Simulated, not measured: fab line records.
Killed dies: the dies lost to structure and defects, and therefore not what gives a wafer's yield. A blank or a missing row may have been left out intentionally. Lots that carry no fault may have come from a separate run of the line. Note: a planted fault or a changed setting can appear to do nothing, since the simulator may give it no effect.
Struck lot and sound lot, side by side	flow gf180mcu	27 steps out of a route of 602
Sound: these wafers, L659.3, L659.5, L659.6. Wafers struck: L660.1, L660.3, L660.4. The cause comes at the end.
Per side, at each step with rows, come the tool, then ch with its chambers, and then its first start. Under that, the readings that differ: sound wafers	struck wafers	difference of the means	sigmas: that difference in standard deviations of wafers without a fault.
alike: readings with means less than 2 such deviations apart, plus words and numbers identical on both sides. not compared: withheld readings, readings lacking a value on some wafer, bounds such as >300 that could conceal the same value, and numbers that have no deviation in the record and whose values overlap.
The two part at a step that has a row with sigmas, a row that says differs or no value, or rows on one side only. Numbers that have no deviation but don't overlap get no sigmas and don't part them. A reading that every wafer of one side lacks parts them only if that side has two wafers or more.

GF_CONTACT_ETCH_17: etches SiO2 in C4F8/O2/Ar, stops on CoSi2, target depth 860 nm.
  sound: rie-diel-04 ch 1,2; struck: rie-diel-03 ch 1,2,3
  alike: oes-product-au
GF_CONTACT_STRIP_18: strips in O2/N2.
  sound on plasma-asher-02 ch 0,1, day 17 21:13; struck on plasma-asher-01 ch 0,1, day 18 17:04
  alike: drypump-motor-current-A, heater-power-w, n2-flow-sccm, oes-product-au
  not compared: rf-hours-counter-h
then, 4 steps without rows for these wafers: GF_CONTACT_CLEAN_19 (cleans in SPM); GF_CONTACT_CLEAN_20 (cleans in DIW); GF_CONTACT_CLEAN_21 (cleans in dHF, time 20 s); GF_CONTACT_SPUTTER_22 (material Ti, target thk 15 nm, time 80.02 s).
GF_CONTACT_SPUTTER_23: material TiN, target thk 10 nm, time 40 s.
  sound: pvd-sputter-04 at day 17 21:33; struck: pvd-sputter-02 at day 18 17:26
  alike: cathode-dc-power-W, chamber-pressure-pa, throttle-valve-pct
then, 1 step without rows for these wafers: GF_CONTACT_CVD_24 (deposits W, target thk 300 nm, time 90.339 s).
GF_CONTACT_RS_MEAS_25: measurement is done with a four-point probe.
  sound: film-metro-04 at day 17 21:44; struck: film-metro-01 at day 18 17:34
reading	sound	struck	difference	sigmas
CONTACT_W_RS (ohm/sq)	0.371 0.373 0.383	0.389 0.387 0.380	+0.010	+2
GF_CONTACT_THK_MEAS_26: measures by xrf.
  sound: film-metro-04 at day 17 21:50; struck: film-metro-01 at day 18 17:41
reading	sound	struck	difference	sigmas
CONTACT_W_THK (nm)	295 292 286	280 280 287	-9	-2
then, 1 step without rows for these wafers: GF_CONTACT_CMP_27 (polishes, stops on SiO2, t overpolish 15 s, target thk 0 nm).
GF_M1_SPUTTER_00: material Ti, target thk 37.5 nm, time 150 s.
  sound: pvd-sputter-01 at day 17 22:17; struck: pvd-sputter-01 at day 18 18:03
  alike: cathode-dc-power-W, chamber-pressure-pa, throttle-valve-pct
GF_M1_SPUTTER_01: material TiN, target thk 30 nm, time 25 s.
  sound: pvd-sputter-01 at day 17 22:23; struck: pvd-sputter-01 at day 18 18:09
  no value came back on the struck wafers for cathode-dc-power-W (W), chamber-pressure-pa (Pa), throttle-valve-pct (%); on the sound wafers cathode-dc-power-W (W) reads 6499.2 6501.2 6500.3
then, 10 steps without rows for these wafers: GF_M1_SPUTTER_02 (material AlCu, target thk 450 nm, time 23.9 s); GF_M1_SPUTTER_03 (material Ti, target thk 10 nm, time 6.7 s); GF_M1_SPUTTER_04 (material TiN, target thk 50 nm, time 41.7 s); GF_M1_DEHYDRATE_07 (time 60 s); GF_M1_HMDS_08 (prime time 60 s); GF_M1_COAT_09 (resist thk 1000 nm); GF_M1_SOFTBAKE_10 (time 60 s); GF_M1_EXPOSE_11 (exposes mask Metal1, target cd 230 nm); GF_M1_PEB_12 (peb time 90 s); GF_M1_DEVELOP_13 (develop time 60 s).
GF_M1_CD_MEAS_14 targets a cd of 230 nm.
  sound: cd-sem-01 at day 18 22:38; struck: cd-sem-01 at day 19 18:52
  alike: cd-nm
GF_M1_OVL_MEAS_15:
  sound: overlay-01 at day 18 22:44; struck: overlay-01 at day 19 18:59
  alike: M1_OVL
GF_M1_METAL_ETCH_16: etches the open film in Cl2/BCl3, stops on SiO2, target depth 627.5 nm, time 104.6 s.
  sound on rie-metal-01 ch 0,1, day 18 22:48; struck on rie-metal-03 ch 0,1, day 19 19:02
reading	sound	struck	difference	sigmas
oes-product-au (a.u.)	0.976 0.958 0.972	0.944 0.939 0.946	-0.026	-3
throttle-valve-pct (%)	28.246 28.250 28.261	28.296 28.271 28.289	+0.033	+3
  alike: drypump-motor-current-A, he-backside-leak-sccm, mfc-cl2-sccm
  not compared: rf-hours-counter-h
GF_M1_STRIP_17: strips in O2/N2.
  sound on plasma-asher-04 ch 0,1, day 18 22:55; struck on plasma-asher-04 ch 0,1, day 19 19:08
  alike: drypump-motor-current-A, heater-power-w, n2-flow-sccm, oes-product-au, strip-time-to-endpoint-s
  not compared: rf-hours-counter-h

WHERE THEY PART
At GF_CONTACT_RS_MEAS_25 first; at GF_M1_METAL_ETCH_16 last (within this record only). Later steps at which nothing parts them and some readings are alike: GF_M1_STRIP_17.

WHY: what had been put in by the simulator
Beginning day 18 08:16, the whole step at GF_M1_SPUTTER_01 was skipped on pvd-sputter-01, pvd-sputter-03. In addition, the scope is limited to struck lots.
